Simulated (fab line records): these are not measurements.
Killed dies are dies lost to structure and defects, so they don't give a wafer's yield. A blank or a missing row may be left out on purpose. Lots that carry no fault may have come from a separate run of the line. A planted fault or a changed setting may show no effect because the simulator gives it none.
Lot-split experiment | flow sky130 | route with 708 steps; 5 lots, 23 wafers read

## THE SPLIT
At SKY_METAL5_DEVELOP_13 (develop time 60 s), the setting developTimeS was moved away from the recipe's 60 s on 7 of the 23 wafers read, by -13.9% to -5.5%. All remaining wafers had this setting at the recipe value.

There is no step in the file separating the split from the reading.

## THE READING
METAL5.cdNm (the simulator's own value, which no gauge read), in nm, at SKY_METAL5_DESCUM_14 (chemistry O2, time 11 s). The file does not state a usual value for it. Here, 16 wafers ran the recipe; their average is 1600 nm with a standard deviation of 1.8 nm.

wafer  | tool, chamber at the split | developTimeS as run, s | against the recipe | METAL5.cdNm, nm | against lot-mates on the recipe
L074.1 | lithoTrack-01, 0           | 56.67                  | -5.5%              | 1607            | +8
L074.2 | lithoTrack-01, 0           | 60                     | recipe             | 1598            | -
L074.3 | lithoTrack-01, 0           | 56.67                  | -5.5%              | 1606            | +7
L074.4 | lithoTrack-01, 0           | 60                     | recipe             | 1600            | -
L074.6 | lithoTrack-01, 0           | 56.67                  | -5.5%              | 1609            | +10
L076.2 | lithoTrack-04, 0           | 60                     | recipe             | 1599            | -
L076.5 | lithoTrack-04, 0           | 60                     | recipe             | 1599            | -
L076.3 | lithoTrack-04, 0           | 60                     | recipe             | 1595            | -
L076.4 | lithoTrack-04, 0           | 52.98                  | -11.7%             | 1611            | +13
L076.6 | lithoTrack-04, 0           | 52.98                  | -11.7%             | 1611            | +13
L078.1 | lithoTrack-01, 0           | 60                     | recipe             | 1602            | -
L078.6 | lithoTrack-01, 0           | 60                     | recipe             | 1602            | -
L078.2 | lithoTrack-01, 0           | 51.69                  | -13.9%             | 1618            | +17
L078.3 | lithoTrack-01, 0           | 60                     | recipe             | 1600            | -
L078.4 | lithoTrack-01, 0           | 51.69                  | -13.9%             | 1616            | +15
L080.2 | lithoTrack-03, 0           | 60                     | recipe             | 1602            | -
L080.4 | lithoTrack-03, 0           | 60                     | recipe             | 1602            | -
L080.6 | lithoTrack-03, 0           | 60                     | recipe             | 1601            | -
L084.1 | lithoTrack-01, 0           | 60                     | recipe             | 1600            | -
L084.3 | lithoTrack-01, 0           | 60                     | recipe             | 1600            | -
L084.6 | lithoTrack-01, 0           | 60                     | recipe             | 1600            | -
L084.2 | lithoTrack-01, 0           | 60                     | recipe             | 1598            | -
L084.4 | lithoTrack-01, 0           | 60                     | recipe             | 1599            | -

THE FIT
A straight line over all 23 wafers: METAL5.cdNm changes by -1.14 nm for each +1% of developTimeS; r = -0.95; the points scatter about the line by 1.9 nm.
The same after taking each lot's own level away (the mean of its wafers on the recipe; 23 wafers): -1.16 nm for each +1%; r = -0.98; scatter 1.3 nm.
On that fit, the largest move of developTimeS shifts the reading by 16 nm.
Measured against the standard deviation above, the lots' own levels, which go from 1597.7 to 1601.7 nm, span 2.2 times it.
The two slopes agree, so the slope changes little with the lot-to-lot level.
Check: with one of the wafers moved furthest among these (-13.9%) left out of the fit, the line predicts +16.2 nm for it against its lot-mates. Against them it came out at +16.7 nm.

## FURTHER SPLITS ON THESE WAFERS
Other splits were also applied to these wafers ahead of the reading. Each is held against what the fit with the lots' levels taken away leaves over:
other split on the same wafers | wafers away from the commonest value | r with METAL5.cdNm (lot level and that fit taken away)
SKY_VIA4_CVD_18 tempC          | 8                                    | -0.03
SKY_METAL5_SPUTTER_00 powerW   | 10                                   | +0.18

## FILE'S OWN FIT
METAL5.cdNm changes by -1.16 nm for each +1% of developTimeS, r = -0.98.
